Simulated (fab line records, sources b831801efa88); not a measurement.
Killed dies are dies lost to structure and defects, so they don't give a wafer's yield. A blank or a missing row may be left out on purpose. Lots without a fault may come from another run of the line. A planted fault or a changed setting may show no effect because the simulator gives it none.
Chamber matching | flow gf180mcu | GF_V3_CVD_02 on pecvd-01: 3 sister chambers
The step deposits SiO2 from TEOS, target thk 850 nm, time 94.851 s. 3 wafers are shown with their chamber, then 10 later ones without.

WAFERS WITH THEIR CHAMBER
wafer  | chamber | heater_power_w (W)
L090.5 | 1       | 532
L092.3 | 2       | 845
L092.5 | 0       | 622

WAFERS WITHOUT THEIR CHAMBER
wafer  | heater_power_w (W)
L092.6 | 471
L095.1 | 655
L095.2 | 902
L095.3 | 557
L096.3 | 502
L096.4 | 526
L096.6 | 565
L097.1 | 662
L097.4 | 742
L097.6 | 523

WHICH CHAMBER EACH WENT THROUGH
wafer  | from the rows above     | in truth
L092.6 | can't be placed: 1 or 0 | 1
L095.1 | can't be placed: 0 or 1 | 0
L095.2 | 2                       | 2
L095.3 | can't be placed: 1 or 0 | 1
L096.3 | can't be placed: 1 or 0 | 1
L096.4 | can't be placed: 1 or 0 | 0
L096.6 | can't be placed: 1 or 0 | 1
L097.1 | can't be placed: 0 or 1 | 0
L097.4 | can't be placed: 2 or 0 | 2
L097.6 | can't be placed: 1 or 0 | 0
Placed correctly: 1 of 10. Can't be placed from these rows: 9 (the true chamber is among the candidates in 9). Placed wrongly: 0.
How it was worked out, from the rows above alone: a wafer's distance from a chamber is the root of the sum, over the readings, of the square of ((its reading less the chamber's mean) divided by the reading's scatter). The wafer belongs to the nearest chamber; if the next one is less than 2 further off, it can't be placed. A chamber's mean is the mean of its shown wafers. The scatter: with one shown wafer a chamber, the root of the mean of the squares of how far each hidden wafer lies from its nearest shown one.
